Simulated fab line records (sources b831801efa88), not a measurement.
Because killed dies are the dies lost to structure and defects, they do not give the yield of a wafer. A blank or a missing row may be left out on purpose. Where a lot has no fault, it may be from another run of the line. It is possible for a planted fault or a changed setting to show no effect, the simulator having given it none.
fab line records / flow sky130 / part 2 of 2: steps 36 to 46 of 46
record lots=5 wafers=15 last_day=49
route steps=708 shown LDD_HVP@280 LDD_LDN@289 SPACER@304 POLY_CUT@307 SD_P@320
lots with no fault: from the same line, run without faults
start_h: the number of hours between the record's first day and the start of the first shown wafer of the lot / wait_h: hours elapsed since this lot's preceding step / " as in the row above / L1.1+2: a single row standing in for several wafers / - no value present, or no start provided / * or withheld: withheld / < > ~ a bound
route shown NAME@n: names a module that has steps shown in the file, with the first one's number in the route / usual: mean and standard deviation over wafers with no fault / same: alike in all rows / chamber/n: place in a boat / sites: readings site by site / _std_site: the values' standard deviation / _edge_site: the outer-site mean with the inner-site mean subtracted / radius_mm: how far each site lies from the wafer's centre / mask NAME#n: copy n / behind: the most recent tool/chamber to have shaped the wafer / hold: what put the lot on hold/how long, in hours/how the hold closed / device: names the non-switching transistor (n, p or np) / end of line: at the end of the route, the tests of the same wafers / a step with no rows: only its recipe / killed: dies lost to structure and defects at the first sort, not the wafer's yield / map: a wafer's dies, x killed, . not, _ none there
set.NAME: the run value of the setting; set.NAME@STEP: its run value at that earlier step / model.NAME: the simulator's own value behind a step, which no gauge read
lots at some steps of the route; a table a step, a row a wafer
services: when a tool's chamber went out of use (start_h, in hours from the record's first day, below 0 if earlier), for how many hours, and the reason
## steps
# step SKY_POLY_CUT_CD_MEAS_08
# recipe target_cd_nm=270
# usual cd_nm=270.3/1.3
lot.wafer=L074.1 tool=cd_sem-02 chamber=- start_h=560.11 wait_h=- cd_nm=271.2
lot.wafer=L074.2 tool=cd_sem-02 chamber=- start_h=560.11 wait_h=- cd_nm=271.1
lot.wafer=L074.6 tool=cd_sem-02 chamber=- start_h=560.11 wait_h=- cd_nm=271.3
lot.wafer=L081.1 tool=cd_sem-02 chamber=- start_h=631.04 wait_h=- cd_nm=271.2
lot.wafer=L081.3 tool=cd_sem-02 chamber=- start_h=631.04 wait_h=- cd_nm=271.9
lot.wafer=L081.5 tool=cd_sem-02 chamber=- start_h=631.04 wait_h=- cd_nm=272.1
lot.wafer=L082.4 tool=cd_sem-01 chamber=- start_h=642.27 wait_h=- cd_nm=269.2
lot.wafer=L082.5 tool=cd_sem-01 chamber=- start_h=642.27 wait_h=- cd_nm=269.8
lot.wafer=L082.6 tool=cd_sem-01 chamber=- start_h=642.27 wait_h=- cd_nm=269.5
lot.wafer=L088.4 tool=cd_sem-01 chamber=- start_h=685.26 wait_h=- cd_nm=271.7
lot.wafer=L088.5 tool=cd_sem-01 chamber=- start_h=685.26 wait_h=- cd_nm=270.4
lot.wafer=L088.6 tool=cd_sem-01 chamber=- start_h=685.26 wait_h=- cd_nm=270.8
lot.wafer=L093.2 tool=cd_sem-02 chamber=- start_h=713.86 wait_h=- cd_nm=268.7
lot.wafer=L093.3 tool=cd_sem-02 chamber=- start_h=713.86 wait_h=- cd_nm=268.3
lot.wafer=L093.6 tool=cd_sem-02 chamber=- start_h=713.86 wait_h=- cd_nm=267.8
# step SKY_POLY_CUT_OVL_MEAS_09
# usual POLY_CUT_OVL=-1/5.7
lot.wafer=L074.1 tool=overlay-01 chamber=- start_h=560.23 wait_h=0.1 POLY_CUT_OVL[nm]=-3
lot.wafer=L074.2 tool=overlay-01 chamber=- start_h=560.23 wait_h=0.1 POLY_CUT_OVL[nm]=-6
lot.wafer=L074.6 tool=overlay-01 chamber=- start_h=560.23 wait_h=0.1 POLY_CUT_OVL[nm]=0
lot.wafer=L081.1 tool=overlay-02 chamber=- start_h=631.16 wait_h=0.1 POLY_CUT_OVL[nm]=-12
lot.wafer=L081.3 tool=overlay-02 chamber=- start_h=631.16 wait_h=0.1 POLY_CUT_OVL[nm]=-2
lot.wafer=L081.5 tool=overlay-02 chamber=- start_h=631.16 wait_h=0.1 POLY_CUT_OVL[nm]=-6
lot.wafer=L082.4 tool=overlay-01 chamber=- start_h=642.34 wait_h=0.1 POLY_CUT_OVL[nm]=-15
lot.wafer=L082.5 tool=overlay-01 chamber=- start_h=642.34 wait_h=0.1 POLY_CUT_OVL[nm]=-5
lot.wafer=L082.6 tool=overlay-01 chamber=- start_h=642.34 wait_h=0.1 POLY_CUT_OVL[nm]=-12
lot.wafer=L088.4 tool=overlay-01 chamber=- start_h=685.34 wait_h=0.1 POLY_CUT_OVL[nm]=0
lot.wafer=L088.5 tool=overlay-01 chamber=- start_h=685.34 wait_h=0.1 POLY_CUT_OVL[nm]=0
lot.wafer=L088.6 tool=overlay-01 chamber=- start_h=685.34 wait_h=0.1 POLY_CUT_OVL[nm]=-3
lot.wafer=L093.2 tool=overlay-02 chamber=- start_h=713.96 wait_h=0.1 POLY_CUT_OVL[nm]=5
lot.wafer=L093.3 tool=overlay-02 chamber=- start_h=713.96 wait_h=0.1 POLY_CUT_OVL[nm]=-6
lot.wafer=L093.6 tool=overlay-02 chamber=- start_h=713.96 wait_h=0.1 POLY_CUT_OVL[nm]=2
# step SKY_POLY_CUT_ETCH_10
# recipe chemistry=N2/H2 target=BARC ion_energy_ev=200 source_w=500 bias_w=100 pressure_mtorr=30 n2_flow_sccm=100 h2_flow_sccm=200 stop_on=SiO2 time_s=45.9 target_depth_a=600
# usual drypump_motor_current_A=6.0/0.32 oes_product_au=0.855/0.0047 throttle_valve_pct=13.225/0.0093
lot.wafer=L074.1 tool=rie_diel-03 chamber=3 start_h=560.26 wait_h=0.0 drypump_motor_current_A=5.9 oes_product_au=0.847 rf_hours_counter_h=75 throttle_valve_pct=13.238
lot.wafer=L074.2 tool=rie_diel-03 chamber=0 start_h=560.26 wait_h=0.0 drypump_motor_current_A=6.5 oes_product_au=0.854 rf_hours_counter_h=3 throttle_valve_pct=13.232
lot.wafer=L074.6 tool=rie_diel-03 chamber=3 start_h=560.26 wait_h=0.0 drypump_motor_current_A=5.9 oes_product_au=0.851 rf_hours_counter_h=- throttle_valve_pct=13.237
lot.wafer=L081.1 tool=rie_diel-04 chamber=1 start_h=631.19 wait_h=0.0 drypump_motor_current_A=6.2 oes_product_au=0.852 rf_hours_counter_h=7 throttle_valve_pct=13.235
lot.wafer=L081.3 tool=rie_diel-04 chamber=2 start_h=631.19 wait_h=0.0 drypump_motor_current_A=5.8 oes_product_au=0.857 rf_hours_counter_h=11 throttle_valve_pct=13.210
lot.wafer=L081.5 tool=rie_diel-04 chamber=1 start_h=631.19 wait_h=0.0 drypump_motor_current_A=6.2 oes_product_au=0.856 rf_hours_counter_h=- throttle_valve_pct=13.231
lot.wafer=L082.4 tool=rie_diel-03 chamber=0 start_h=642.38 wait_h=0.0 drypump_motor_current_A=6.5 oes_product_au=0.855 rf_hours_counter_h=- throttle_valve_pct=13.237
lot.wafer=L082.5 tool=rie_diel-03 chamber=3 start_h=642.38 wait_h=0.0 drypump_motor_current_A=5.9 oes_product_au=0.856 rf_hours_counter_h=- throttle_valve_pct=13.226
lot.wafer=L082.6 tool=rie_diel-03 chamber=2 start_h=642.38 wait_h=0.0 drypump_motor_current_A=5.8 oes_product_au=0.857 rf_hours_counter_h=- throttle_valve_pct=13.215
lot.wafer=L088.4 tool=rie_diel-03 chamber=0 start_h=685.35 wait_h=0.0 drypump_motor_current_A=6.6 oes_product_au=0.860 rf_hours_counter_h=5 throttle_valve_pct=13.220
lot.wafer=L088.5 tool=rie_diel-03 chamber=1 start_h=685.35 wait_h=0.0 drypump_motor_current_A=6.4 oes_product_au=0.851 rf_hours_counter_h=- throttle_valve_pct=13.209
lot.wafer=L088.6 tool=rie_diel-03 chamber=0 start_h=685.35 wait_h=0.0 drypump_motor_current_A=6.6 oes_product_au=0.853 rf_hours_counter_h=- throttle_valve_pct=13.237
lot.wafer=L093.2 tool=rie_diel-04 chamber=2 start_h=713.99 wait_h=0.0 drypump_motor_current_A=5.8 oes_product_au=0.855 rf_hours_counter_h=13 throttle_valve_pct=13.202
lot.wafer=L093.3 tool=rie_diel-04 chamber=3 start_h=713.99 wait_h=0.0 drypump_motor_current_A=5.7 oes_product_au=0.869 rf_hours_counter_h=11 throttle_valve_pct=13.227
lot.wafer=L093.6 tool=rie_diel-04 chamber=2 start_h=713.99 wait_h=0.0 drypump_motor_current_A=5.8 oes_product_au=0.849 rf_hours_counter_h=- throttle_valve_pct=13.223
# step SKY_POLY_CUT_ETCH_11
# recipe target=Si3N4 chemistry=CF4/CH2F2/Ar stop_on=poly-Si source_w=600 bias_w=150 pressure_mtorr=40 cf4_flow_sccm=40 ch2f2_flow_sccm=20 Ar_flow_sccm=150 time_s=42.5 target_depth_a=600
# usual drypump_motor_current_A=6.0/0.32 oes_product_au=0.831/0.0069 throttle_valve_pct=14.995/0.0096
lot.wafer=L074.1 tool=rie_diel-03 chamber=3 start_h=560.33 wait_h=0.0 drypump_motor_current_A=5.9 oes_product_au=0.833 rf_hours_counter_h=75 throttle_valve_pct=14.995
lot.wafer=L074.2 tool=rie_diel-03 chamber=0 start_h=560.33 wait_h=0.0 drypump_motor_current_A=6.5 oes_product_au=0.823 rf_hours_counter_h=3 throttle_valve_pct=14.983
lot.wafer=L074.6 tool=rie_diel-03 chamber=3 start_h=560.33 wait_h=0.0 drypump_motor_current_A=5.9 oes_product_au=0.827 rf_hours_counter_h=- throttle_valve_pct=15.003
lot.wafer=L081.1 tool=rie_diel-04 chamber=1 start_h=631.24 wait_h=0.0 drypump_motor_current_A=6.2 oes_product_au=0.837 rf_hours_counter_h=7 throttle_valve_pct=14.986
lot.wafer=L081.3 tool=rie_diel-04 chamber=2 start_h=631.24 wait_h=0.0 drypump_motor_current_A=5.8 oes_product_au=0.831 rf_hours_counter_h=11 throttle_valve_pct=14.989
lot.wafer=L081.5 tool=rie_diel-04 chamber=1 start_h=631.24 wait_h=0.0 drypump_motor_current_A=6.2 oes_product_au=0.834 rf_hours_counter_h=- throttle_valve_pct=14.989
lot.wafer=L082.4 tool=rie_diel-03 chamber=0 start_h=642.42 wait_h=0.0 drypump_motor_current_A=6.5 oes_product_au=0.819 rf_hours_counter_h=- throttle_valve_pct=15.003
lot.wafer=L082.5 tool=rie_diel-03 chamber=3 start_h=642.42 wait_h=0.0 drypump_motor_current_A=5.9 oes_product_au=0.815 rf_hours_counter_h=- throttle_valve_pct=15.000
lot.wafer=L082.6 tool=rie_diel-03 chamber=2 start_h=642.42 wait_h=0.0 drypump_motor_current_A=5.8 oes_product_au=0.814 rf_hours_counter_h=- throttle_valve_pct=15.012
lot.wafer=L088.4 tool=rie_diel-03 chamber=0 start_h=685.40 wait_h=0.0 drypump_motor_current_A=6.6 oes_product_au=0.838 rf_hours_counter_h=5 throttle_valve_pct=14.991
lot.wafer=L088.5 tool=rie_diel-03 chamber=1 start_h=685.40 wait_h=0.0 drypump_motor_current_A=6.4 oes_product_au=0.828 rf_hours_counter_h=- throttle_valve_pct=14.995
lot.wafer=L088.6 tool=rie_diel-03 chamber=0 start_h=685.40 wait_h=0.0 drypump_motor_current_A=6.5 oes_product_au=0.835 rf_hours_counter_h=- throttle_valve_pct=14.992
lot.wafer=L093.2 tool=rie_diel-04 chamber=2 start_h=714.04 wait_h=0.0 drypump_motor_current_A=5.8 oes_product_au=0.829 rf_hours_counter_h=13 throttle_valve_pct=14.974
lot.wafer=L093.3 tool=rie_diel-04 chamber=3 start_h=714.04 wait_h=0.0 drypump_motor_current_A=5.7 oes_product_au=0.830 rf_hours_counter_h=11 throttle_valve_pct=14.990
lot.wafer=L093.6 tool=rie_diel-04 chamber=2 start_h=714.04 wait_h=0.0 drypump_motor_current_A=5.8 oes_product_au=0.830 rf_hours_counter_h=- throttle_valve_pct=14.997
# step SKY_POLY_CUT_STRIP_12
# recipe chemistry=O2/N2 power_w=1400 pressure_mtorr=1500 platen_temp_c=withheld o2_flow_sccm=3000 n2_flow_sccm=300 overash_fraction=0.5
# usual drypump_motor_current_A=5.28/0.3 oes_product_au=0.452/0.005 strip_time_to_endpoint_s=5.356/0.017
lot.wafer=L074.1 tool=plasma_asher-03 chamber=1 start_h=560.39 wait_h=0.0 drypump_motor_current_A=5.50 oes_product_au=0.456 rf_hours_counter_h=87 strip_time_to_endpoint_s=5.369
lot.wafer=L074.2 tool=plasma_asher-03 chamber=0 start_h=560.39 wait_h=0.0 drypump_motor_current_A=4.80 oes_product_au=0.445 rf_hours_counter_h=87 strip_time_to_endpoint_s=5.361
lot.wafer=L074.6 tool=plasma_asher-03 chamber=0 start_h=560.39 wait_h=0.0 drypump_motor_current_A=4.80 oes_product_au=0.466 rf_hours_counter_h=- strip_time_to_endpoint_s=5.375
lot.wafer=L081.1 tool=plasma_asher-01 chamber=1 start_h=631.28 wait_h=0.0 drypump_motor_current_A=5.20 oes_product_au=0.448 rf_hours_counter_h=46 strip_time_to_endpoint_s=5.341
lot.wafer=L081.3 tool=plasma_asher-01 chamber=1 start_h=631.28 wait_h=0.0 drypump_motor_current_A=5.22 oes_product_au=0.449 rf_hours_counter_h=- strip_time_to_endpoint_s=5.337
lot.wafer=L081.5 tool=plasma_asher-01 chamber=0 start_h=631.28 wait_h=0.0 drypump_motor_current_A=5.51 oes_product_au=0.455 rf_hours_counter_h=- strip_time_to_endpoint_s=5.355
lot.wafer=L082.4 tool=plasma_asher-03 chamber=0 start_h=642.48 wait_h=0.0 drypump_motor_current_A=4.79 oes_product_au=0.443 rf_hours_counter_h=- strip_time_to_endpoint_s=5.374
lot.wafer=L082.5 tool=plasma_asher-03 chamber=1 start_h=642.48 wait_h=0.0 drypump_motor_current_A=5.46 oes_product_au=0.453 rf_hours_counter_h=- strip_time_to_endpoint_s=5.349
lot.wafer=L082.6 tool=plasma_asher-03 chamber=0 start_h=642.48 wait_h=0.0 drypump_motor_current_A=4.79 oes_product_au=0.456 rf_hours_counter_h=- strip_time_to_endpoint_s=5.370
lot.wafer=L088.4 tool=plasma_asher-03 chamber=0 start_h=685.47 wait_h=0.1 drypump_motor_current_A=4.81 oes_product_au=0.457 rf_hours_counter_h=- strip_time_to_endpoint_s=5.357
lot.wafer=L088.5 tool=plasma_asher-03 chamber=0 start_h=685.47 wait_h=0.1 drypump_motor_current_A=4.79 oes_product_au=0.452 rf_hours_counter_h=- strip_time_to_endpoint_s=5.334
lot.wafer=L088.6 tool=plasma_asher-03 chamber=1 start_h=685.47 wait_h=0.1 drypump_motor_current_A=5.50 oes_product_au=0.444 rf_hours_counter_h=- strip_time_to_endpoint_s=5.343
lot.wafer=L093.2 tool=plasma_asher-01 chamber=0 start_h=714.08 wait_h=0.0 drypump_motor_current_A=5.53 oes_product_au=0.451 rf_hours_counter_h=55 strip_time_to_endpoint_s=5.341
lot.wafer=L093.3 tool=plasma_asher-01 chamber=0 start_h=714.08 wait_h=0.0 drypump_motor_current_A=5.54 oes_product_au=0.457 rf_hours_counter_h=- strip_time_to_endpoint_s=5.354
lot.wafer=L093.6 tool=plasma_asher-01 chamber=1 start_h=714.08 wait_h=0.0 drypump_motor_current_A=5.22 oes_product_au=0.451 rf_hours_counter_h=- strip_time_to_endpoint_s=5.359
# step SKY_SD_P_DEHYDRATE_00
# recipe temp_c=200 time_s=60
lot.wafer=L074.1+2+6 tool=litho_track-02 chamber=0 start_h=574.94 wait_h=14.5
lot.wafer=L081.1+3+5 tool=litho_track-01 chamber=0 start_h=644.19 wait_h=12.9
lot.wafer=L082.4+5+6 tool=litho_track-02 chamber=0 start_h=655.51 wait_h=13.0
lot.wafer=L088.4+5+6 tool=litho_track-03 chamber=0 start_h=699.32 wait_h=13.8
lot.wafer=L093.2+3+6 tool=litho_track-01 chamber=0 start_h=728.11 wait_h=14.0
# step SKY_SD_P_HMDS_01
# recipe prime_time_s=60 prime_temp_c=120
lot.wafer=L074.1+2+6 tool=litho_track-02 chamber=0 start_h=575.09 wait_h=0.1
lot.wafer=L081.1+3+5 tool=litho_track-01 chamber=0 start_h=644.34 wait_h=0.1
lot.wafer=L082.4+5+6 tool=litho_track-02 chamber=0 start_h=655.66 wait_h=0.1
lot.wafer=L088.4+5+6 tool=litho_track-03 chamber=0 start_h=699.47 wait_h=0.1
lot.wafer=L093.2+3+6 tool=litho_track-01 chamber=0 start_h=728.26 wait_h=0.1
# step SKY_SD_P_COAT_02
# recipe resist=NOVOLAK spin_rpm=3000 resist_thk_nm=1140
lot.wafer=L074.1+2+6 tool=litho_track-02 chamber=0 start_h=575.24 wait_h=0.1
lot.wafer=L081.1+3+5 tool=litho_track-01 chamber=0 start_h=644.49 wait_h=0.1
lot.wafer=L082.4+5+6 tool=litho_track-02 chamber=0 start_h=655.81 wait_h=0.1
lot.wafer=L088.4+5+6 tool=litho_track-03 chamber=0 start_h=699.62 wait_h=0.1
lot.wafer=L093.2+3+6 tool=litho_track-01 chamber=0 start_h=728.41 wait_h=0.1
# step SKY_SD_P_SOFTBAKE_03
# recipe temp_c=90 time_s=60 resist=NOVOLAK
lot.wafer=L074.1+2+6 tool=litho_track-02 chamber=0 start_h=575.39 wait_h=0.1
lot.wafer=L081.1+3+5 tool=litho_track-01 chamber=0 start_h=644.64 wait_h=0.1
lot.wafer=L082.4+5+6 tool=litho_track-02 chamber=0 start_h=655.96 wait_h=0.1
lot.wafer=L088.4+5+6 tool=litho_track-03 chamber=0 start_h=699.77 wait_h=0.1
lot.wafer=L093.2+3+6 tool=litho_track-01 chamber=0 start_h=728.56 wait_h=0.1
# step SKY_SD_P_EXPOSE_04
# recipe mask_id=PSDM na=0.6 source_shape=conventional sigma_outer=0.6 polarization=unpolarized target_cd_nm=380 dose_mj=138
lot.wafer=L074.1+2+6 tool=iline_stepper-01 chamber=0 start_h=- wait_h=- mask=PSDM#0
lot.wafer=L081.1+3+5 tool=iline_stepper-02 chamber=0 start_h=- wait_h=- mask=PSDM#0
lot.wafer=L082.4+5+6 tool=iline_stepper-01 chamber=0 start_h=- wait_h=- mask=PSDM#0
lot.wafer=L088.4+5+6 tool=iline_stepper-02 chamber=0 start_h=- wait_h=- mask=PSDM#0
lot.wafer=L093.2+3+6 tool=iline_stepper-01 chamber=0 start_h=- wait_h=- mask=PSDM#0
# step SKY_SD_P_PEB_05
# recipe temp_c=withheld time_s=* resist=NOVOLAK
lot.wafer=L074.1+2+6 tool=litho_track-01 chamber=0 start_h=- wait_h=-
lot.wafer=L081.1+3+5 tool=litho_track-02 chamber=0 start_h=- wait_h=-
lot.wafer=L082.4+5+6 tool=litho_track-02 chamber=0 start_h=- wait_h=-
lot.wafer=L088.4+5+6 tool=litho_track-01 chamber=0 start_h=- wait_h=-
lot.wafer=L093.2+3+6 tool=litho_track-03 chamber=0 start_h=- wait_h=-
## services
tool=rie_diel-03 chamber=0 start_h=457.56 hours=16.1 kind=repair
tool=iline_stepper-01 chamber=- start_h=463.93 hours=1.5 kind=repair
tool=rie_diel-04 chamber=2 start_h=466.43 hours=6.6 kind=repair
tool=rie_diel-04 chamber=- start_h=474.97 hours=14.6 kind=pm
tool=rie_diel-04 chamber=- start_h=494.48 hours=0.1 kind=repair
tool=implanter-04 chamber=- start_h=495.42 hours=5.6 kind=repair
tool=rie_diel-03 chamber=0 start_h=509.90 hours=7.0 kind=repair
tool=rie_diel-04 chamber=0 start_h=533.87 hours=5.8 kind=repair
tool=plasma_asher-01 chamber=- start_h=535.73 hours=6.1 kind=repair
tool=rie_diel-04 chamber=3 start_h=537.28 hours=18.8 kind=repair
tool=rie_diel-03 chamber=1 start_h=553.91 hours=13.4 kind=repair
tool=plasma_asher-01 chamber=- start_h=559.72 hours=3.9 kind=repair
tool=rie_diel-03 chamber=1 start_h=590.22 hours=7.8 kind=repair
tool=implanter-04 chamber=- start_h=591.74 hours=7.8 kind=pm
tool=rie_diel-04 chamber=- start_h=596.56 hours=2.8 kind=pm
tool=rie_diel-04 chamber=3 start_h=612.09 hours=41.9 kind=repair
tool=rie_diel-03 chamber=0 start_h=613.05 hours=1.8 kind=repair
tool=rie_diel-03 chamber=3 start_h=613.89 hours=10.2 kind=repair
tool=rie_diel-04 chamber=0 start_h=616.73 hours=3.7 kind=repair
tool=iline_stepper-01 chamber=- start_h=624.48 hours=8.9 kind=pm
tool=iline_stepper-01 chamber=- start_h=657.97 hours=4.9 kind=repair
tool=implanter-01 chamber=- start_h=667.74 hours=9.2 kind=repair
tool=iline_stepper-01 chamber=- start_h=677.70 hours=1.7 kind=pm
tool=implanter-01 chamber=- start_h=687.36 hours=3.3 kind=pm
